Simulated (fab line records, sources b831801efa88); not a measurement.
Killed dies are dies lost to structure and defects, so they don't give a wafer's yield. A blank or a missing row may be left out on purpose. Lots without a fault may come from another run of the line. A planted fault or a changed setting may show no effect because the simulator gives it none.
One fault seen from 2 desks | flow sfq_line | each desk has only its own numbers; what lay behind them comes last

THE TOOL OWNER'S DESK: pvd_sputter-05
The tool's own readings at SFQ_TRILAYER_M0_DEP_SPUTTER_019 (material Nb, target thk 200 nm, time 133.3 s): means of the sampled wafers that have a number, for each lot that ran on this tool. A lot is out of limits, marked OUT, if its mean lies more than 4 standard deviations from the usual mean; the brackets give that distance.
Columns: A = chamber_pressure_pa at SFQ_TRILAYER_M0_DEP_SPUTTER_019, usual 0.1333 Pa; B = throttle_valve_pct at SFQ_TRILAYER_M0_DEP_SPUTTER_019, usual 29.9 %
lot  | first seen here | A      | B
L567 | day 8 04:38     | 0.1333 | 30.0
L568 | day 8 11:50     | 0.1332 | 30.2
L574 | day 9 22:48     | 0.1332 | 30.1
L581 | day 12 10:50    | 0.1336 | 30.3
This desk's finding: nothing out of limits on any of the 4 lots.

THE METROLOGY DESK
What the gauges read, lot by lot, whatever tool the lot ran on: means of the sampled wafers that have a number. A lot is out of limits, marked OUT, if its mean lies more than 4 standard deviations from the usual mean; the brackets give that distance.
Columns: A = M0_NB_RS at SFQ_M0_RS_MEAS_904, usual 0.891 ohm/sq
lot  | first seen here | A
L562 | day 6 19:04     | 0.895
L564 | day 7 10:28     | 0.900
L566 | day 7 22:04     | 0.887
L567 | day 8 04:44     | 0.878
L568 | day 8 11:56     | 0.890
L569 | day 8 18:07     | 0.882
L570 | day 8 20:20     | 0.896
L571 | day 9 01:09     | 0.887
L574 | day 9 22:55     | 0.889
L575 | day 10 06:04    | 0.904
L581 | day 12 10:57    | 0.978 (+11) OUT
L584 | day 13 10:31    | 0.895
L585 | day 13 17:43    | 0.885
This desk's finding: out of limits on L581; first on L581, day 12 10:57 (M0_NB_RS at SFQ_M0_RS_MEAS_904). In limits: L562, L564, L566, L567, L568, L569, L570, L571, L574, L575, L584, L585.

PUT TOGETHER
The metrology desk could have raised an alarm at day 12 10:57, on L581.
The tool owner's desk saw nothing out of limits.
The tool owner's desk has L581 on record, within its limits.
Of the lots named, all ran SFQ_TRILAYER_M0_DEP_SPUTTER_019 on pvd_sputter-05.

WHAT THE SIMULATOR HAD PUT IN
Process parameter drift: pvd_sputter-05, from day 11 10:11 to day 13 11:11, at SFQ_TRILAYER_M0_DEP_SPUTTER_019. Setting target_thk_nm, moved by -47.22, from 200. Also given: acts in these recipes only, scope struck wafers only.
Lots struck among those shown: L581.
Hours from the fault's start to each desk's first reading out of limits: the metrology desk, 25.
